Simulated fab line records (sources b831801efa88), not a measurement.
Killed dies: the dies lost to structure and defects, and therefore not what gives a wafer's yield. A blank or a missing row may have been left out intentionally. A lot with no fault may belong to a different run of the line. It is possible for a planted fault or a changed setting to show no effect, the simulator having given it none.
fab line records	flow sky130
record lots=5	wafers=15	last_day=50
route steps=708 shown FIELD_ISO@19 NWELL@32 DNWELL@35 PWDE@45 SALICIDE@361 PAD_OPEN@708
lots untouched by any fault: they come from a run of this same line in which no faults occurred
start_h: hours from the record's first day to the start of the lot's first wafer shown	wait_h: hours since the lot's step before	" identical to the entry in the row above	L1.1+2: one row covering several wafers at once	- no value, or no start given	* or withheld: withheld	< > ~ a bound
route shown NAME@n: names a module that has steps shown in the file, with the first one's number in the route	usual: mean/standard deviation of fault-free wafers	same: alike in all rows	chamber/n: place in a boat	sites: each site's reading	_std_site: how widely they spread, as a standard deviation	_edge_site: inner sites' mean taken away from outer sites' mean	radius_mm: for every site, how far away it sits from the centre of the wafer	mask NAME#n: copy n	behind: tool/chamber where the wafer was last shaped	hold: what put the lot on hold/how long, in hours/how the hold closed	device: the transistor (n, p or np) that didn't switch	end of line: the same wafers' tests at the end of the route	a step with no rows: only its recipe	killed: at the first sort, the dies lost to defects and structure; wafer yield is something else	map: a wafer's dies, marking killed ones x, the rest . and places with no die _
set.NAME: the setting as run; set.NAME@STEP: as run at that earlier step	model.NAME: the simulator's own value behind a step, which no gauge read
certain route steps with their lots: each step a table, each wafer a row
services: a tool's chamber out of use, with start hour (start_h, from the record's first day; less than 0 if before it), hours out, and reason
## steps
# step SKY_FIELD_ISO_WET_ETCH_18
# recipe chemistry=H3PO4	target_depth_nm=25	temp_c=160	target=Si3N4	time_s=286
# step SKY_FIELD_ISO_CLEAN_19
# recipe chemistry=SC1/SC2	mix=1:4:20	temp_c=70	time_s=150
# step SKY_FIELD_ISO_CLEAN_20
# recipe chemistry=dHF	time_s=20	dilution=100:1
# step SKY_FIELD_ISO_WET_ETCH_21
# recipe chemistry=dHF	dilution=100:1	target_depth_nm=20	dry=ipa_marangoni	target=SiO2	temp_c=25	time_s=400
# step SKY_FIELD_ISO_OXIDATION_22
# recipe temp_c=950	ambient=O2	stabilise_s=600	purge_s=300	target_thk_a=100	ox_time_s=623
# step SKY_FIELD_ISO_THK_MEAS_23
# recipe reads=SiO2_of_FIELD_ISO_OXIDATION_22
# usual FIELD_ISO_OXIDATION_01_THK=9.94/0.18
lot.wafer	tool	chamber	start_h	wait_h	FIELD_ISO_OXIDATION_01_THK[nm]
L164.1	film_metro-03	-	64.00	0.0	9.67
L164.4	"	-	"	"	9.82
L164.5	"	-	"	"	9.67
L169.2	film_metro-04	-	88.99	0.0	10.08
L169.3	"	-	"	"	10.16
L169.4	"	-	"	"	10.10
L175.4	film_metro-04	-	118.97	0.0	9.98
L175.5	"	-	"	"	9.90
L175.6	"	-	"	"	9.97
L176.2	film_metro-04	-	124.51	0.0	9.78
L176.3	"	-	"	"	9.73
L176.4	"	-	"	"	9.73
L181.2	film_metro-03	-	153.36	0.0	10.21
L181.3	"	-	"	"	10.32
L181.4	"	-	"	"	10.31
# step SKY_FIELD_ISO_CVD_24
# recipe material=SiO2	target_thk_nm=595	temp_c=650	sigma_open_frac=0.3	time_s=99.2	sih4_flow_sccm=60	pressure_mtorr=6
# step SKY_FIELD_ISO_THK_MEAS_25
# recipe reads=SiO2_of_FIELD_ISO_CVD_24
# usual FIELD_ISO_CVD_24_THK=596/6.7
lot.wafer	tool	chamber	start_h	wait_h	FIELD_ISO_CVD_24_THK[nm]
L164.1	film_metro-04	-	64.13	0.0	587
L164.4	"	-	"	"	581
L164.5	"	-	"	"	592
L169.2	film_metro-01	-	89.13	0.0	595
L169.3	"	-	"	"	592
L169.4	"	-	"	"	596
L175.4	film_metro-04	-	119.10	0.0	590
L175.5	"	-	"	"	589
L175.6	"	-	"	"	599
L176.2	film_metro-03	-	124.65	0.0	590
L176.3	"	-	"	"	598
L176.4	"	-	"	"	583
L181.2	film_metro-04	-	153.49	0.0	587
L181.3	"	-	"	"	605
L181.4	"	-	"	"	608
# step SKY_FIELD_ISO_ANNEAL_26
# recipe temp_c=1000	time_s=1800	ambient=N2
# step SKY_FIELD_ISO_CMP_27
# recipe stop_on=Si3N4	t_overpolish_s=16	down_force_psi=4	platen_rpm=60	target_thk_nm=457.8	pad_velocity_m_s=0.94248
# usual head_pressure_psi=3.999/0.0081	motor_current_A=12.8/1.3	overpolish_run_s=16.001/0.0093	slurry_filter_dp_kPa=13.50/0.14	time_to_endpoint_s=113/5.8
lot.wafer	tool	chamber	start_h	wait_h	head_pressure_psi	motor_current_A	overpolish_run_s	slurry_filter_dp_kPa	time_to_endpoint_s
L164.1	cmp-01	1	65.69	0.0	3.997	12.4	15.998	13.49	108
L164.4	"	3	"	"	4.010	14.5	15.998	13.27	111
L164.5	"	2	"	"	4.010	15.0	16.013	13.59	123
L169.3	cmp-01	2	91.89	0.0	3.997	13.9	15.986	13.41	113
L169.2	"	3	"	"	3.987	13.9	15.998	13.52	106
L169.4	"	1	"	"	3.991	12.1	16.004	13.49	99
L175.4	cmp-01	3	120.68	0.1	3.992	14.3	16.004	13.45	107
L175.5	"	2	"	"	3.987	14.5	16.003	13.47	114
L175.6	"	3	"	"	4.005	14.3	16.009	13.35	108
L176.2	cmp-01	3	126.20	0.0	4.009	14.2	16.007	13.48	112
L176.4	"	0	"	"	4.004	10.5	15.999	13.76	110
L176.3	"	2	"	"	4.003	14.2	16.000	13.15	116
L181.3	cmp-02	1	155.96	0.0	4.009	12.5	16.008	13.37	111
L181.4	"	2	"	"	3.988	11.1	16.011	13.59	118
L181.2	"	3	"	"	4.000	12.7	16.000	13.58	112
# step SKY_FIELD_ISO_WET_ETCH_28
# recipe chemistry=dHF	target_depth_nm=23.7	target=SiO2	dilution=10:1	temp_c=25	time_s=47
# step SKY_FIELD_ISO_WET_ETCH_29
# recipe chemistry=H3PO4	target_depth_nm=160	target=Si3N4	temp_c=160	time_s=1825
# step SKY_FIELD_ISO_WET_ETCH_30
# recipe chemistry=dHF	target_depth_nm=25	target=SiO2	dilution=10:1	temp_c=25	time_s=50
# usual run_length_s=78.5/2.8
lot.wafer	tool	chamber	start_h	wait_h	run_length_s	model.SiO2_of_FIELD_ISO_CVD_24.thk_nm
L164.1	wet_bench-03	1	66.57	0.0	76.6	402.3
L164.4	"	1	"	"	76.6	405.2
L164.5	"	1	"	"	76.6	406
L169.2	wet_bench-01	1	92.78	0.0	75.1	402.3
L169.3	"	1	"	"	75.1	405.8
L169.4	"	1	"	"	75.1	401.7
L175.4	wet_bench-01	0	121.47	0.0	56.0	414.4
L175.5	"	0	"	"	56.0	416.4
L175.6	"	0	"	"	56.0	415.6
L176.2	wet_bench-03	3	127.03	0.0	75.9	403.1
L176.3	"	3	"	"	75.9	404.4
L176.4	"	3	"	"	75.9	406.1
L181.2	wet_bench-03	0	156.82	0.0	83.9	405.3
L181.3	"	0	"	"	83.9	404.1
L181.4	"	0	"	"	83.9	406.7
# step SKY_NWELL_CLEAN_00
# recipe chemistry=SC1/SC2	mix=1:4:20	temp_c=70	time_s=150	dry=n2_spin
# step SKY_NWELL_OXIDATION_01
# recipe temp_c=900	ambient=O2	stabilise_s=600	purge_s=300	target_thk_a=100	ox_time_s=1418
# step SKY_NWELL_THK_MEAS_02
# recipe reads=SiO2_of_NWELL_OXIDATION_01
# usual NWELL_OXIDATION_THK=9.97/0.18
lot.wafer	tool	chamber	start_h	wait_h	NWELL_OXIDATION_THK[nm]
L164.1	film_metro-02	-	68.04	0.0	9.85
L164.4	"	-	"	"	9.87
L164.5	"	-	"	"	9.89
L169.2	film_metro-03	-	94.80	0.0	9.90
L169.3	"	-	"	"	9.96
L169.4	"	-	"	"	9.93
L175.4	film_metro-04	-	123.36	0.0	9.86
L175.5	"	-	"	"	10.06
L175.6	"	-	"	"	10.07
L176.2	film_metro-02	-	128.51	0.0	9.79
L176.3	"	-	"	"	10.18
L176.4	"	-	"	"	9.94
L181.2	film_metro-03	-	159.04	0.0	10.11
L181.3	"	-	"	"	10.31
L181.4	"	-	"	"	10.20
# step SKY_DNWELL_DEHYDRATE_00
# recipe temp_c=200	time_s=60
# step SKY_DNWELL_HMDS_01
# recipe prime_time_s=60	prime_temp_c=120
# step SKY_DNWELL_COAT_02
# recipe spin_rpm=2000	resist_thk_nm=3000
# step SKY_DNWELL_SOFTBAKE_03
# recipe temp_c=110	time_s=withheld
# step SKY_DNWELL_EXPOSE_04
# recipe mask_id=DNM	na=0.57	target_cd_nm=3000	dose_mj=222
# step SKY_DNWELL_PEB_05
# recipe temp_c=115	time_s=withheld
# step SKY_DNWELL_DEVELOP_06
# recipe wall_angle_deg=90	developer=TMAH	develop_time_s=60	dev_temp_c=23
# step SKY_DNWELL_IMPLANT_07
# recipe species=P	energy_kev=withheld	dose_cm2=withheld	tilt_deg=withheld
# step SKY_DNWELL_STRIP_08
# recipe chemistry=O2/N2	power_w=1400	pressure_mtorr=1500	platen_temp_c=withheld	o2_flow_sccm=3000	n2_flow_sccm=300	overash_fraction=0.5
# usual drypump_motor_current_A=5.6/0.56	oes_product_au=0.722/0.0046	strip_time_to_endpoint_s=36.94/0.14
lot.wafer	tool	chamber	start_h	wait_h	drypump_motor_current_A	oes_product_au	rf_hours_counter_h	strip_time_to_endpoint_s
L164.1	plasma_asher-04	1	84.26	0.1	6.1	0.717	40	36.88
L164.4	"	1	"	"	6.1	0.719	-	37.02
L164.5	"	0	"	"	6.7	0.724	-	36.98
L169.2	plasma_asher-01	1	113.03	0.1	5.0	0.718	30	36.91
L169.3	"	1	"	"	5.0	0.721	-	36.89
L169.4	"	0	"	"	5.4	0.716	-	36.93
L175.4	plasma_asher-04	0	144.36	0.1	6.7	0.719	-	37.04
L175.5	"	1	"	"	6.1	0.717	-	37.02
L175.6	"	0	"	"	6.7	0.728	-	37.03
L176.2	plasma_asher-04	0	147.33	0.1	6.7	0.731	2	36.96
L176.3	"	1	"	"	6.1	0.732	-	37.10
L176.4	"	0	"	"	6.7	0.725	-	37.08
L181.2	plasma_asher-03	1	179.52	0.1	5.5	0.719	50	36.91
L181.3	"	0	"	"	5.1	0.718	-	36.90
L181.4	"	1	"	"	5.5	0.726	-	36.85
# step SKY_DNWELL_TW_MEAS_09
# usual DNWELL_TW=1101/11
lot.wafer	tool	chamber	start_h	wait_h	DNWELL_TW
L164.1	film_metro-02	-	84.36	0.1	1097
L164.4	"	-	"	"	1101
L164.5	"	-	"	"	1101
L169.2	film_metro-03	-	113.14	0.1	1088
L169.3	"	-	"	"	1085
L169.4	"	-	"	"	1087
L175.4	film_metro-03	-	144.46	0.1	1092
L175.5	"	-	"	"	1093
L175.6	"	-	"	"	1087
L176.2	film_metro-03	-	147.44	0.1	1088
L176.3	"	-	"	"	1093
L176.4	"	-	"	"	1086
L181.2	film_metro-03	-	179.63	0.1	1083
L181.3	"	-	"	"	1086
L181.4	"	-	"	"	1086
# step SKY_PWDE_DEHYDRATE_00
# recipe temp_c=200	time_s=60
# step SKY_PWDE_HMDS_01
# recipe prime_time_s=60	prime_temp_c=120
# step SKY_PWDE_COAT_02
# recipe spin_rpm=2000	resist_thk_nm=3000
# step SKY_PWDE_SOFTBAKE_03
# recipe temp_c=110	time_s=withheld
# step SKY_PWDE_EXPOSE_04
# recipe mask_id=PWDEM	na=0.6	source_shape=conventional	sigma_outer=0.6	polarization=unpolarized	target_cd_nm=840	dose_mj=214
# step SKY_PWDE_PEB_05
# recipe temp_c=115	time_s=withheld
# step SKY_PWDE_DEVELOP_06
# recipe wall_angle_deg=90	developer=TMAH	develop_time_s=60	dev_temp_c=23
# step SKY_PWDE_OVL_MEAS_07
# usual PWDE_OVL=-0.3/1.7
lot.wafer	tool	chamber	start_h	wait_h	PWDE_OVL[nm]
L164.1	overlay-01	-	101.91	-	-1.0
L164.4	"	-	"	"	-0.2
L164.5	"	-	"	"	-0.1
L169.2	overlay-02	-	132.17	-	-4.0
L169.3	"	-	"	"	-2.3
L169.4	"	-	"	"	-2.4
L175.4	overlay-02	-	164.14	-	-0.7
L175.5	"	-	"	"	-2.4
L175.6	"	-	"	"	-2.8
L176.2	overlay-02	-	167.11	-	-0.2
L176.3	"	-	"	"	-1.7
L176.4	"	-	"	"	-1.5
L181.2	overlay-02	-	201.47	-	-1.8
L181.3	"	-	"	"	0.7
L181.4	"	-	"	"	-2.0
# step SKY_PWDE_IMPLANT_08
# recipe species=B	energy_kev=150	dose_cm2=3.54e+12	tilt_deg=withheld
# step SKY_PWDE_STRIP_09
# recipe chemistry=O2/N2	power_w=1400	pressure_mtorr=1500	platen_temp_c=withheld	o2_flow_sccm=3000	n2_flow_sccm=300	overash_fraction=0.5
# usual drypump_motor_current_A=5.8/0.62	oes_product_au=0.723/0.0047	strip_time_to_endpoint_s=36.91/0.1
lot.wafer	tool	chamber	start_h	wait_h	drypump_motor_current_A	oes_product_au	rf_hours_counter_h	strip_time_to_endpoint_s
L164.1	plasma_asher-02	0	102.09	0.1	5.5	0.722	41	36.87
L164.4	"	1	"	"	6.7	0.717	-	37.05
L164.5	"	0	"	"	5.5	0.716	-	36.85
L169.2	plasma_asher-03	0	132.35	0.1	5.1	0.726	46	37.00
L169.3	"	0	"	"	5.0	0.735	-	37.09
L169.4	"	1	"	"	5.5	0.723	-	36.89
L175.4	plasma_asher-03	1	164.34	0.1	5.5	0.722	-	36.76
L175.5	"	1	"	"	5.5	0.727	-	36.80
L175.6	"	0	"	"	5.0	0.728	-	36.79
L176.2	plasma_asher-02	1	167.29	0.1	6.7	0.717	49	36.86
L176.3	"	0	"	"	5.5	0.715	-	36.92
L176.4	"	1	"	"	6.7	0.728	-	36.94
L181.2	plasma_asher-03	1	201.65	0.1	5.5	0.719	53	36.89
L181.3	"	1	"	"	5.5	0.727	-	36.82
L181.4	"	0	"	"	5.1	0.717	-	36.81
# step SKY_PWDE_TW_MEAS_10
# usual PWDE_TW=368/3.2
lot.wafer	tool	chamber	start_h	wait_h	PWDE_TW
L164.1	film_metro-02	-	102.19	0.1	365
L164.4	"	-	"	"	368
L164.5	"	-	"	"	367
L169.2	film_metro-04	-	132.46	0.1	374
L169.3	"	-	"	"	374
L169.4	"	-	"	"	374
L175.4	film_metro-02	-	164.43	0.1	366
L175.5	"	-	"	"	368
L175.6	"	-	"	"	367
L176.2	film_metro-04	-	167.40	0.1	370
L176.3	"	-	"	"	370
L176.4	"	-	"	"	371
L181.2	film_metro-02	-	201.76	0.1	367
L181.3	"	-	"	"	367
L181.4	"	-	"	"	367
# step SKY_NWELL_DEHYDRATE_03
# recipe temp_c=200	time_s=60
# step SKY_NWELL_HMDS_04
# recipe prime_time_s=60	prime_temp_c=120
# step SKY_NWELL_COAT_05
# recipe spin_rpm=2000	resist_thk_nm=3000
# step SKY_NWELL_SOFTBAKE_06
# recipe temp_c=110	time_s=withheld
# step SKY_NWELL_EXPOSE_07
# recipe mask_id=NWM	na=0.6	source_shape=conventional	sigma_outer=0.6	polarization=unpolarized	target_cd_nm=840	dose_mj=255
# step SKY_SALICIDE_CLEAN_00
# recipe chemistry=HF-last	time_s=30	dilution=100:1	dry=ipa_marangoni
lot.wafer	tool	chamber	start_h	wait_h	model.SiO2_of_FIELD_ISO_CVD_24.thk_nm
L164.1	wet_bench-02	1	698.25	0.1	355.7
L164.4	"	1	"	"	358.9
L164.5	"	1	"	"	359.3
L169.2	wet_bench-01	0	741.56	0.1	356.2
L169.3	"	0	"	"	359.5
L169.4	"	0	"	"	355.3
L176.2	wet_bench-01	3	781.62	0.1	356.5
L176.3	"	3	"	"	357.8
L176.4	"	3	"	"	359.3
L175.4	wet_bench-02	0	785.95	0.0	367.7
L175.5	"	0	"	"	370
L175.6	"	0	"	"	368.9
L181.2	wet_bench-03	0	828.96	0.1	358.5
L181.3	"	0	"	"	357.5
L181.4	"	0	"	"	360
# step SKY_PAD_OPEN_PROBE_99
# usual killed_at_M0_to_M3=44/7.9	killed_at_M4_up=3.1/2	killed_at_contacts=23/4.9	killed_at_front_end=15/3.9	killed_at_other=0.2/0.49	killed_dies=86/10	killed_on_rim=17/3.9	killed_open=47/7.1	killed_short=39/7.1
# same gross_dies=492	killed_at_back_side=0
lot.wafer	tool	chamber	start_h	wait_h	killed_at_M0_to_M3	killed_at_M4_up	killed_at_contacts	killed_at_front_end	killed_at_other	killed_dies	killed_on_rim	killed_open	killed_short	model.etest.cap_li_to_poly.c_af_um2	model.etest.sram_nfet_pass.off_log10_a_um	model.etest.sram_nfet_pass.vt_sat_v	model.etest.sram_nfet_pass.vt_v
L164.1	prober-02	-	1111.42	0.1	52	4	30	16	0	102	22	65	37	100.2	-12.31	0.5389	0.636
L164.4	prober-02	-	1111.57	0.2	53	3	30	9	0	95	16	53	42	102.7	-12.92	0.5722	0.6682
L164.5	prober-02	-	1111.62	0.2	43	1	18	15	0	77	18	48	29	100.6	-13.04	0.5985	0.7004
L169.2	prober-01	-	1142.87	0.1	35	2	29	10	0	76	12	48	27	98.5	-12.45	0.5647	0.6636
L169.3	prober-01	-	1142.92	0.2	34	2	28	17	2	83	20	45	38	99.03	-12.7	0.5689	0.6673
L169.4	prober-01	-	1142.97	0.2	38	5	13	22	1	79	12	40	37	97.78	-12.6	0.5572	0.6573
L176.2	prober-01	-	1170.72	0.1	57	0	17	17	0	91	18	50	41	100	-12.57	0.5538	0.6611
L176.3	prober-01	-	1170.77	0.2	48	9	27	10	0	94	18	51	43	98.22	-12.65	0.5706	0.6668
L176.4	prober-01	-	1170.82	0.2	51	3	30	12	0	96	15	62	33	97.7	-12.58	0.5773	0.6718
L175.4	prober-02	-	1173.98	0.2	47	5	31	22	0	105	26	55	50	103.6	-13.1	0.5922	0.7011
L175.5	prober-02	-	1174.03	0.2	37	2	18	15	0	72	12	36	36	104	-13.03	0.588	0.6952
L175.6	prober-02	-	1174.08	0.2	32	1	19	16	0	68	16	43	25	101.4	-13.06	0.5918	0.6964
L181.2	prober-01	-	1199.57	0.1	40	0	22	13	0	75	10	46	28	97.09	-12.7	0.5692	0.6692
L181.3	prober-01	-	1199.62	0.2	38	3	18	11	0	70	14	43	27	97.53	-12.71	0.5621	0.6645
L181.4	prober-01	-	1199.67	0.2	40	1	17	14	0	72	17	39	33	96.98	-12.81	0.5768	0.6775
# killed by level:class
L164.1 VIA1:geometric_particle:open=12 CONTACT:geometric_particle:open=11 VIA3:geometric_particle:open=10 VIA2:geometric_particle:open=8 LI_CONTACT:geometric_particle:open=6 VIA2:geometric_particle:short=6 FIELD_ISO:geometric_particle:open=5 LOCAL_INTERCONNECT:geometric_particle:short=5
L164.4 CONTACT:geometric_particle:open=14 VIA1:geometric_particle:open=11 VIA3:geometric_particle:open=9 METAL2:geometric_particle:short=7 VIA1:geometric_particle:short=6 LI_CONTACT:geometric_particle:open=5 LOCAL_INTERCONNECT:geometric_particle:short=5 CONTACT:geometric_particle:short=5
L164.5 VIA1:geometric_particle:open=13 CONTACT:geometric_particle:open=10 VIA3:geometric_particle:open=6 LI_CONTACT:geometric_particle:open=5 METAL2:geometric_particle:short=5 VIA2:geometric_particle:open=5 FIELD_ISO:geometric_particle:short=4 FIELD_ISO:geometric_particle:open=4
L169.2 CONTACT:geometric_particle:open=14 VIA2:geometric_particle:open=9 VIA1:geometric_particle:open=8 VIA3:geometric_particle:open=6 FIELD_ISO:geometric_particle:open=5 LI_CONTACT:geometric_particle:open=5 CONTACT:geometric_particle:short=5 LOCAL_INTERCONNECT:geometric_particle:short=3
L169.3 VIA1:geometric_particle:open=10 LI_CONTACT:geometric_particle:open=7 CONTACT:geometric_particle:open=7 LI_CONTACT:geometric_particle:short=6 FIELD_ISO:geometric_particle:open=5 LOCAL_INTERCONNECT:geometric_particle:short=5 VIA2:geometric_particle:short=5 VIA2:geometric_particle:open=4
L169.4 VIA1:geometric_particle:open=9 FIELD_ISO:geometric_particle:open=7 FIELD_ISO:geometric_particle:short=6 VIA2:geometric_particle:open=6 LI_CONTACT:geometric_particle:open=5 METAL1:geometric_particle:short=5 METAL4:geometric_particle:short=5 CONTACT:geometric_particle:open=4
L176.2 VIA1:geometric_particle:open=13 CONTACT:geometric_particle:open=8 FIELD_ISO:geometric_particle:short=6 METAL1:geometric_particle:short=6 VIA2:geometric_particle:open=5 VIA1:geometric_particle:short=5 VIA3:geometric_particle:open=5 METAL3:geometric_particle:short=5
L176.3 VIA1:geometric_particle:open=11 LI_CONTACT:geometric_particle:open=9 METAL4:geometric_particle:short=7 VIA2:geometric_particle:open=7 VIA3:geometric_particle:open=6 CONTACT:geometric_particle:open=6 METAL1:geometric_particle:short=6 METAL2:geometric_particle:short=5
L176.4 CONTACT:geometric_particle:open=16 VIA3:geometric_particle:open=11 VIA1:geometric_particle:open=9 LI_CONTACT:geometric_particle:open=8 VIA1:geometric_particle:short=8 METAL2:geometric_particle:short=5 CONTACT:geometric_particle:short=5 VIA2:geometric_particle:open=4
L175.4 CONTACT:geometric_particle:open=12 VIA1:geometric_particle:open=10 LI_CONTACT:geometric_particle:open=9 VIA3:geometric_particle:open=8 POLY_GATE:geometric_particle:short=7 METAL2:geometric_particle:short=6 VIA1:geometric_particle:short=5 METAL1:geometric_particle:short=5
L175.5 CONTACT:geometric_particle:open=8 VIA1:geometric_particle:short=7 FIELD_ISO:geometric_particle:short=5 VIA1:geometric_particle:open=5 LI_CONTACT:geometric_particle:open=4 METAL1:geometric_particle:short=4 VIA2:geometric_particle:open=4 POLY_GATE:geometric_particle:open=3
L175.6 VIA1:geometric_particle:open=9 LI_CONTACT:geometric_particle:open=8 VIA2:geometric_particle:open=7 CONTACT:geometric_particle:open=5 CONTACT:geometric_particle:short=4 VIA1:geometric_particle:short=4 FIELD_ISO:geometric_particle:short=3 POLY_GATE:geometric_particle:short=3
L181.2 VIA1:geometric_particle:open=14 CONTACT:geometric_particle:open=7 LOCAL_INTERCONNECT:geometric_particle:short=6 LI_CONTACT:geometric_particle:open=5 VIA3:geometric_particle:open=5 FIELD_ISO:geometric_particle:open=4 VIA2:geometric_particle:open=4 POLY_GATE:geometric_particle:short=3
L181.3 VIA1:geometric_particle:open=9 CONTACT:geometric_particle:open=7 METAL1:geometric_particle:short=6 METAL1:geometric_particle:open=6 VIA1:geometric_particle:short=5 LI_CONTACT:geometric_particle:open=4 VIA2:geometric_particle:open=4 FIELD_ISO:geometric_particle:open=3
L181.4 VIA1:geometric_particle:open=10 LI_CONTACT:geometric_particle:open=7 METAL1:geometric_particle:short=5 VIA3:geometric_particle:open=5 VIA2:geometric_particle:open=5 FIELD_ISO:geometric_particle:open=4 POLY_GATE:geometric_particle:short=4 VIA2:geometric_particle:short=4
## services
tool	chamber	start_h	hours	kind
cmp-01	-	45.87	3.6	repair
cmp-01	-	57.25	3.6	pm
plasma_asher-03	-	168.11	0.9	repair
cmp-01	-	232.00	4.0	pm
cmp-01	-	259.40	1.1	repair
cmp-01	-	266.41	1.0	repair
plasma_asher-03	-	284.00	3.3	repair
plasma_asher-03	-	334.06	2.8	pm
cmp-01	-	334.87	0.5	repair
cmp-01	-	356.84	0.4	repair
plasma_asher-03	-	421.25	9.0	pm
cmp-01	-	426.25	2.6	pm
cmp-01	-	487.00	0.3	repair
cmp-01	-	542.12	0.4	repair
wet_bench-01	-	568.89	0.6	repair
cmp-01	-	572.00	4.0	pm
cmp-01	-	620.54	2.9	repair
wet_bench-03	-	621.13	89.4	repair
cmp-01	-	622.27	1.6	repair
cmp-01	-	632.79	74.2	repair
cmp-01	-	658.81	0.6	repair
plasma_asher-03	-	673.77	28.1	pm
cmp-01	-	708.11	3.7	pm
cmp-01	-	717.94	0.8	repair
## key
first_sign step=SKY_FIELD_ISO_WET_ETCH_30	reading=run_length_s	direction=down	sigmas=8.1	usual=*	struck=*
effect none on later readings
model_effect step=SKY_FIELD_ISO_WET_ETCH_30	value=SiO2_of_FIELD_ISO_CVD_24.thk_nm	without=404.3	struck=415.4
model_effect step=SKY_SALICIDE_CLEAN_00	value=SiO2_of_FIELD_ISO_CVD_24.thk_nm	without=357.7	struck=368.9
model_effect step=SKY_PAD_OPEN_PROBE_99	value=etest.cap_li_to_poly.c_af_um2	without=99.71	struck=103
met_at SKY_FIELD_ISO_WET_ETCH_30
struck_wafers L175.4,L175.5,L175.6
tester_left_out L175
fault kind=process_parameter_drift	tool=wet_bench-01	chamber=0	onset_h=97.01	steps=SKY_FIELD_ISO_WET_ETCH_30	channel=time_s	offset=*	shape=step	end_h=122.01	acts_in=*	stated=*
# tester_left_out: of these lots the tester's yield and bins aren't shown, on N5 and GAA mostly nor the transistor test; their killed dies are dies lost to structure and defects alone, not to doping, threshold or leakage, so they don't give the yield
